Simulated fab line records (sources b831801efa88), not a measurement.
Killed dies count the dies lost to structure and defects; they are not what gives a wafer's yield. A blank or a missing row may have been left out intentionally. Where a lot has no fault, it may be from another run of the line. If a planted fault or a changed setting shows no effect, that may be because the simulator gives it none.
Matching of chambers + flow gf180mcu + GF_POLY_GATE_ETCH_13 on rie-si-01 has 4 sister chambers
The step etches poly-Si in HBr/Cl2, stops on SiO2, target depth 198.5 nm, time 69.6 s. 14 wafers are shown with their chamber, then 7 later ones without.

== WAFERS, EACH WITH ITS CHAMBER ==
| wafer  | chamber | drypump-motor-current-A (A) | rf-fwd-power-W (W) | oes-product-au (a.u.) |
|--------|---------|-----------------------------|--------------------|-----------------------|
| L891.1 | 2       | 5.3                         | 397.9              | 1.008                 |
| L891.2 | 0       | 6.1                         | 396.8              | 0.999                 |
| L891.6 | 2       | 5.3                         | 396.9              | 1.009                 |
| L892.2 | 1       | 5.1                         | 398.3              | 0.992                 |
| L892.3 | 2       | 5.3                         | 397.4              | 0.998                 |
| L892.4 | 3       | 6.1                         | 395.2              | 0.985                 |
| L894.1 | 0       | 6.1                         | 396.3              | 0.987                 |
| L894.3 | 1       | 5.1                         | 396.0              | 0.993                 |
| L894.5 | 0       | 6.1                         | 396.2              | 0.991                 |
| L895.1 | 1       | 5.1                         | 397.6              | 0.975                 |
| L895.4 | 3       | 6.2                         | 394.7              | 0.979                 |
| L895.5 | 3       | 6.2                         | 395.8              | 0.972                 |
| L907.1 | 0       | 6.1                         | 396.5              | 0.996                 |
| L907.3 | 1       | 5.1                         | 397.3              | 1.004                 |

SIGNATURES (means of the wafers above)
| reading                 | chamber 0 | chamber 1 | chamber 2 | chamber 3 | scatter within a chamber |
|-------------------------|-----------|-----------|-----------|-----------|--------------------------|
| drypump-motor-current-A | 6.100     | 5.100     | 5.300     | 6.167     | 0.0258                   |
| rf-fwd-power-W          | 396.450   | 397.300   | 397.400   | 395.233   | 0.64                     |
| oes-product-au          | 0.99325   | 0.99100   | 1.00500   | 0.97867   | 0.00821                  |
Rule: for each reading, subtract the chamber's mean from the wafer's reading, divide by that reading's scatter and square the result; add these up over the readings and take the root, which gives the wafer's distance from the chamber. The wafer belongs to the nearest chamber; if the next one is less than 2 further off, it can't be placed. How the scatter is found: for the shown wafers, subtract from each reading the mean of its chamber, square and add these, divide the total by (wafers less chambers), then take the root.

== WAFERS WHOSE CHAMBER IS MISSING ==
| wafer  | drypump-motor-current-A (A) | rf-fwd-power-W (W) | oes-product-au (a.u.) |
|--------|-----------------------------|--------------------|-----------------------|
| L907.6 | 5.0                         | 397.0              | 1.001                 |
| L911.1 | 5.3                         | 395.9              | 1.009                 |
| L911.3 | 6.2                         | 397.1              | 0.998                 |
| L911.4 | 5.1                         | 397.5              | 1.003                 |
| L913.2 | 5.3                         | 396.9              | 1.003                 |
| L913.5 | 5.0                         | 397.7              | 0.983                 |
| L913.6 | 5.3                         | 395.7              | 1.008                 |

== CHAMBER TAKEN BY EACH ==
| wafer  | from the rows above     | in truth |
|--------|-------------------------|----------|
| L907.6 | 1                       | 1        |
| L911.1 | 2                       | 2        |
| L911.3 | can't be placed: 3 or 0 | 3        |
| L911.4 | 1                       | 1        |
| L913.2 | 2                       | 2        |
| L913.5 | 1                       | 1        |
| L913.6 | 2                       | 2        |
Correctly placed: 6 of 7. Not placeable from these rows: 1 (in 1, the candidates include the true chamber). Wrongly placed: 0.
